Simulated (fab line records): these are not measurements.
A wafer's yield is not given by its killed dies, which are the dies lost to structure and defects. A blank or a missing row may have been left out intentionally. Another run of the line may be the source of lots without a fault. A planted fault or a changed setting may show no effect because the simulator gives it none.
Which tool was responsible? / flow gf180mcu / 13 lots, 39 wafers sampled, at 5 steps of a route of 602

WHAT THE GAUGES READ, wafer by wafer
GF_LVPWELL_TW_MEAS_11.
lot=L753; measured=day 3 21:22; on=film-metro-02; LVPWELL_TW=556.6 557.1 557.4
lot=L755; measured=day 4 07:16; on=film-metro-03; LVPWELL_TW=559.7 561.4 559.5
lot=L757; measured=day 4 19:11; on=film-metro-02; LVPWELL_TW=557.1 560.8 556.2
lot=L761; measured=day 5 20:28; on=film-metro-02; LVPWELL_TW=559.4 558.4 556.2
lot=L763; measured=day 6 11:08; on=film-metro-02; LVPWELL_TW=561.5 565.3 560.4
lot=L765; measured=day 6 18:22; on=film-metro-02; LVPWELL_TW=561.4 565.7 561.5
lot=L767; measured=day 7 02:55; on=film-metro-04; LVPWELL_TW=107.0 109.4 106.5
lot=L768; measured=day 7 09:41; on=film-metro-02; LVPWELL_TW=559.1 560.5 558.2
lot=L771; measured=day 8 01:19; on=film-metro-04; LVPWELL_TW=558.1 558.2 561.2
lot=L772; measured=day 8 08:49; on=film-metro-04; LVPWELL_TW=558.2 560.0 558.1
lot=L773; measured=day 8 14:44; on=film-metro-02; LVPWELL_TW=563.9 563.8 567.5
lot=L774; measured=day 8 22:58; on=film-metro-02; LVPWELL_TW=561.8 563.7 562.2
lot=L776; measured=day 9 07:10; on=film-metro-04; LVPWELL_TW=564.3 564.9 563.3

GF_DUAL_GATE_THK_MEAS_03.
lot=L753; measured=day 7 15:26; on=film-metro-02; DUAL_GATE_OXIDATION_00_THK (nm)=11.16 11.15 11.03
lot=L755; measured=day 8 04:58; on=film-metro-02; DUAL_GATE_OXIDATION_00_THK (nm)=10.51 10.60 10.64
lot=L757; measured=day 8 16:22; on=film-metro-01; DUAL_GATE_OXIDATION_00_THK (nm)=10.52 10.51 10.59
lot=L761; measured=day 9 22:56; on=film-metro-02; DUAL_GATE_OXIDATION_00_THK (nm)=10.52 10.67 10.71
lot=L763; measured=day 10 18:06; on=film-metro-02; DUAL_GATE_OXIDATION_00_THK (nm)=11.18 11.29 11.03
lot=L765; measured=day 11 00:40; on=film-metro-02; DUAL_GATE_OXIDATION_00_THK (nm)=10.74 10.65 10.76
lot=L767; measured=day 11 11:17; on=film-metro-01; DUAL_GATE_OXIDATION_00_THK (nm)=10.28 10.51 10.71
lot=L768; measured=day 11 21:32; on=film-metro-01; DUAL_GATE_OXIDATION_00_THK (nm)=10.70 10.58 10.80
lot=L771; measured=day 12 14:57; on=film-metro-02; DUAL_GATE_OXIDATION_00_THK (nm)=10.69 10.71 10.60
lot=L772; measured=day 13 00:55; on=film-metro-02; DUAL_GATE_OXIDATION_00_THK (nm)=10.59 10.79 11.01
lot=L773; measured=day 13 07:40; on=film-metro-01; DUAL_GATE_OXIDATION_00_THK (nm)=10.97 10.95 10.83
lot=L774; measured=day 13 15:34; on=film-metro-03; DUAL_GATE_OXIDATION_00_THK (nm)=10.61 10.60 10.59
lot=L776; measured=day 14 02:22; on=film-metro-01; DUAL_GATE_OXIDATION_00_THK (nm)=10.73 10.68 10.85

GF_POLY_GATE_OVL_MEAS_11.
lot=L753; measured=day 9 05:00; on=overlay-01; POLY_GATE_OVL (nm)=-2 0 3
lot=L755; measured=day 9 18:17; on=overlay-02; POLY_GATE_OVL (nm)=1 -3 -4
lot=L757; measured=day 10 06:32; on=overlay-02; POLY_GATE_OVL (nm)=1 -4 -2
lot=L761; measured=day 11 15:40; on=overlay-02; POLY_GATE_OVL (nm)=7 6 2
lot=L763; measured=day 12 10:31; on=overlay-01; POLY_GATE_OVL (nm)=-4 -5 -5
lot=L765; measured=day 12 17:14; on=overlay-01; POLY_GATE_OVL (nm)=0 -9 -3
lot=L767; measured=day 13 06:52; on=overlay-01; POLY_GATE_OVL (nm)=-4 -1 -1
lot=L768; measured=day 13 15:42; on=overlay-02; POLY_GATE_OVL (nm)=-2 -5 -3
lot=L771; measured=day 14 10:34; on=overlay-01; POLY_GATE_OVL (nm)=-12 -9 -15
lot=L772; measured=day 14 22:07; on=overlay-01; POLY_GATE_OVL (nm)=-2 5 4
lot=L773; measured=day 15 05:40; on=overlay-01; POLY_GATE_OVL (nm)=-9 -1 4
lot=L774; measured=day 15 12:26; on=overlay-01; POLY_GATE_OVL (nm)=4 5 1
lot=L776; measured=day 16 00:25; on=overlay-01; POLY_GATE_OVL (nm)=-1 -4 -1

TOOL THAT RAN EACH LOT (tool first, then ch and the chambers of the sampled wafers, then the start)
lot=L753; GF_NWELL_STRIP_10=plasma-asher-04 ch 0,1, day 3 08:47; GF_LVPWELL_STRIP_10=plasma-asher-03 ch 0,1, day 3 21:16
lot=L755; GF_NWELL_STRIP_10=plasma-asher-04 ch 0,1, day 3 17:58; GF_LVPWELL_STRIP_10=plasma-asher-01 ch 0,1, day 4 07:10
lot=L757; GF_NWELL_STRIP_10=plasma-asher-02 ch 0,1, day 4 05:20; GF_LVPWELL_STRIP_10=plasma-asher-03 ch 0,1, day 4 19:05
lot=L761; GF_NWELL_STRIP_10=plasma-asher-04 ch 0, day 5 04:59; GF_LVPWELL_STRIP_10=plasma-asher-04 ch 0,1, day 5 20:22
lot=L763; GF_NWELL_STRIP_10=plasma-asher-02 ch 0,1, day 5 19:07; GF_LVPWELL_STRIP_10=plasma-asher-03 ch 0,1, day 6 11:02
lot=L765; GF_NWELL_STRIP_10=plasma-asher-04 ch 0,1, day 6 02:50; GF_LVPWELL_STRIP_10=plasma-asher-03 ch 0,1, day 6 18:16
lot=L767; GF_NWELL_STRIP_10=plasma-asher-04 ch 1, day 6 11:50; GF_LVPWELL_STRIP_10=plasma-asher-04 ch 1, day 7 02:49
lot=L768; GF_NWELL_STRIP_10=plasma-asher-03 ch 0,1, day 6 18:50; GF_LVPWELL_STRIP_10=plasma-asher-03 ch 0,1, day 7 09:35
lot=L771; GF_NWELL_STRIP_10=plasma-asher-03 ch 0,1, day 7 09:08; GF_LVPWELL_STRIP_10=plasma-asher-04 ch 0,1, day 8 01:13
lot=L772; GF_NWELL_STRIP_10=plasma-asher-02 ch 0,1, day 7 16:29; GF_LVPWELL_STRIP_10=plasma-asher-03 ch 0,1, day 8 08:43
lot=L773; GF_NWELL_STRIP_10=plasma-asher-02 ch 1, day 7 21:32; GF_LVPWELL_STRIP_10=plasma-asher-01 ch 0,1, day 8 14:38
lot=L774; GF_NWELL_STRIP_10=plasma-asher-02 ch 0,1, day 8 06:19; GF_LVPWELL_STRIP_10=plasma-asher-04 ch 0,1, day 8 22:52
lot=L776; GF_NWELL_STRIP_10=plasma-asher-04 ch 0,1, day 8 14:04; GF_LVPWELL_STRIP_10=plasma-asher-01 ch 0,1, day 9 07:04
- GF_NWELL_STRIP_10: strips in O2/N2.
- GF_LVPWELL_STRIP_10: strips in O2/N2.

AS READ BY THE TOOLS THEMSELVES (means over the sampled wafers that have a number; for cases with no such wafer, the mark the record gives instead)
GF_NWELL_STRIP_10.
lot=L753; tool=plasma-asher-04; drypump-motor-current-A (A)=5.62; heater-power-w (W)=332; n2-flow-sccm (sccm)=300.1; oes-product-au (a.u.)=0.718; strip-time-to-endpoint-s (s)=36.99
lot=L755; tool=plasma-asher-04; drypump-motor-current-A (A)=5.68; heater-power-w (W)=326; n2-flow-sccm (sccm)=300.4; oes-product-au (a.u.)=0.727; strip-time-to-endpoint-s (s)=37.16
lot=L757; tool=plasma-asher-02; drypump-motor-current-A (A)=5.75; heater-power-w (W)=332; n2-flow-sccm (sccm)=299.9; oes-product-au (a.u.)=0.728; strip-time-to-endpoint-s (s)=36.96
lot=L761; tool=plasma-asher-04; drypump-motor-current-A (A)=5.69; heater-power-w (W)=322; n2-flow-sccm (sccm)=300.5; oes-product-au (a.u.)=0.721; strip-time-to-endpoint-s (s)=36.95
lot=L763; tool=plasma-asher-02; drypump-motor-current-A (A)=5.77; heater-power-w (W)=331; n2-flow-sccm (sccm)=300.0; oes-product-au (a.u.)=0.723; strip-time-to-endpoint-s (s)=37.08
lot=L765; tool=plasma-asher-04; drypump-motor-current-A (A)=5.64; heater-power-w (W)=333; n2-flow-sccm (sccm)=299.4; oes-product-au (a.u.)=0.721; strip-time-to-endpoint-s (s)=36.96
lot=L767; tool=plasma-asher-04; drypump-motor-current-A (A)=5.60; heater-power-w (W)=343; n2-flow-sccm (sccm)=299.5; oes-product-au (a.u.)=0.953; strip-time-to-endpoint-s (s)=-
lot=L768; tool=plasma-asher-03; drypump-motor-current-A (A)=5.94; heater-power-w (W)=330; n2-flow-sccm (sccm)=299.2; oes-product-au (a.u.)=0.725; strip-time-to-endpoint-s (s)=36.92
lot=L771; tool=plasma-asher-03; drypump-motor-current-A (A)=6.05; heater-power-w (W)=329; n2-flow-sccm (sccm)=300.7; oes-product-au (a.u.)=0.722; strip-time-to-endpoint-s (s)=36.85
lot=L772; tool=plasma-asher-02; drypump-motor-current-A (A)=5.90; heater-power-w (W)=324; n2-flow-sccm (sccm)=299.1; oes-product-au (a.u.)=0.725; strip-time-to-endpoint-s (s)=37.04
lot=L773; tool=plasma-asher-02; drypump-motor-current-A (A)=6.07; heater-power-w (W)=312; n2-flow-sccm (sccm)=299.5; oes-product-au (a.u.)=0.725; strip-time-to-endpoint-s (s)=36.97
lot=L774; tool=plasma-asher-02; drypump-motor-current-A (A)=5.75; heater-power-w (W)=331; n2-flow-sccm (sccm)=299.6; oes-product-au (a.u.)=0.722; strip-time-to-endpoint-s (s)=36.96
lot=L776; tool=plasma-asher-04; drypump-motor-current-A (A)=5.66; heater-power-w (W)=322; n2-flow-sccm (sccm)=300.3; oes-product-au (a.u.)=0.727; strip-time-to-endpoint-s (s)=37.06

GF_LVPWELL_STRIP_10.
lot=L753; tool=plasma-asher-03; drypump-motor-current-A (A)=6.01; heater-power-w (W)=331; n2-flow-sccm (sccm)=299.6; oes-product-au (a.u.)=0.723; strip-time-to-endpoint-s (s)=36.94
lot=L755; tool=plasma-asher-01; drypump-motor-current-A (A)=5.94; heater-power-w (W)=354; n2-flow-sccm (sccm)=299.8; oes-product-au (a.u.)=0.724; strip-time-to-endpoint-s (s)=36.94
lot=L757; tool=plasma-asher-03; drypump-motor-current-A (A)=5.93; heater-power-w (W)=326; n2-flow-sccm (sccm)=301.0; oes-product-au (a.u.)=0.721; strip-time-to-endpoint-s (s)=36.88
lot=L761; tool=plasma-asher-04; drypump-motor-current-A (A)=5.67; heater-power-w (W)=327; n2-flow-sccm (sccm)=300.6; oes-product-au (a.u.)=0.718; strip-time-to-endpoint-s (s)=36.95
lot=L763; tool=plasma-asher-03; drypump-motor-current-A (A)=6.01; heater-power-w (W)=332; n2-flow-sccm (sccm)=299.4; oes-product-au (a.u.)=0.725; strip-time-to-endpoint-s (s)=36.85
lot=L765; tool=plasma-asher-03; drypump-motor-current-A (A)=5.95; heater-power-w (W)=330; n2-flow-sccm (sccm)=300.4; oes-product-au (a.u.)=0.719; strip-time-to-endpoint-s (s)=36.86
lot=L767; tool=plasma-asher-04; drypump-motor-current-A (A)=5.61; heater-power-w (W)=341; n2-flow-sccm (sccm)=299.7; oes-product-au (a.u.)=0.726; strip-time-to-endpoint-s (s)=48.78
lot=L768; tool=plasma-asher-03; drypump-motor-current-A (A)=6.09; heater-power-w (W)=334; n2-flow-sccm (sccm)=299.0; oes-product-au (a.u.)=0.724; strip-time-to-endpoint-s (s)=36.90
lot=L771; tool=plasma-asher-04; drypump-motor-current-A (A)=5.64; heater-power-w (W)=337; n2-flow-sccm (sccm)=300.6; oes-product-au (a.u.)=0.725; strip-time-to-endpoint-s (s)=37.00
lot=L772; tool=plasma-asher-03; drypump-motor-current-A (A)=5.93; heater-power-w (W)=329; n2-flow-sccm (sccm)=301.1; oes-product-au (a.u.)=0.722; strip-time-to-endpoint-s (s)=37.00
lot=L773; tool=plasma-asher-01; drypump-motor-current-A (A)=5.94; heater-power-w (W)=348; n2-flow-sccm (sccm)=300.5; oes-product-au (a.u.)=0.727; strip-time-to-endpoint-s (s)=36.90
lot=L774; tool=plasma-asher-04; drypump-motor-current-A (A)=5.67; heater-power-w (W)=326; n2-flow-sccm (sccm)=300.0; oes-product-au (a.u.)=0.723; strip-time-to-endpoint-s (s)=36.74
lot=L776; tool=plasma-asher-01; drypump-motor-current-A (A)=5.95; heater-power-w (W)=351; n2-flow-sccm (sccm)=299.8; oes-product-au (a.u.)=0.722; strip-time-to-endpoint-s (s)=36.91

THE ANSWER, worked out from the rows above alone
Rule: what is usual is taken from the lots themselves. Put in order of their means at a reading, lots are off if they are a third of the lots or fewer, leave a main group of 4 or more, and stand apart from it by a gap of 3 or more times the standard deviation of the main group's means; of several such gaps the widest counts. If all means in a main group match to the digits the tables above print for the reading, that group is not used. Also off: a lot with no number at a reading for which 4 or more lots have one. Where the step has rows for the other lots, those lots are counted as sound. First the gauges in route order, then the tools' own readings, where a lot's mean is used as printed above. The first step at which some lot is off is used, and at that step the reading that is off furthest; a lot without a number counts as furthest.
Off: at GF_LVPWELL_TW_MEAS_11 (LVPWELL_TW), L767. Mean 560.6 and standard deviation 2.6 in the main group.
A tool fits if, at a process step before that reading, it ran every lot that is off, and no sound lot after the first of them. Not tried: the gauges at GF_LVPWELL_TW_MEAS_11; whatever is off there is also off at GF_NWELL_STRIP_10, on other tools, and gauge error can't account for it. None of those tried fits.

WHAT HAD BEEN PUT IN BY THE SIMULATOR
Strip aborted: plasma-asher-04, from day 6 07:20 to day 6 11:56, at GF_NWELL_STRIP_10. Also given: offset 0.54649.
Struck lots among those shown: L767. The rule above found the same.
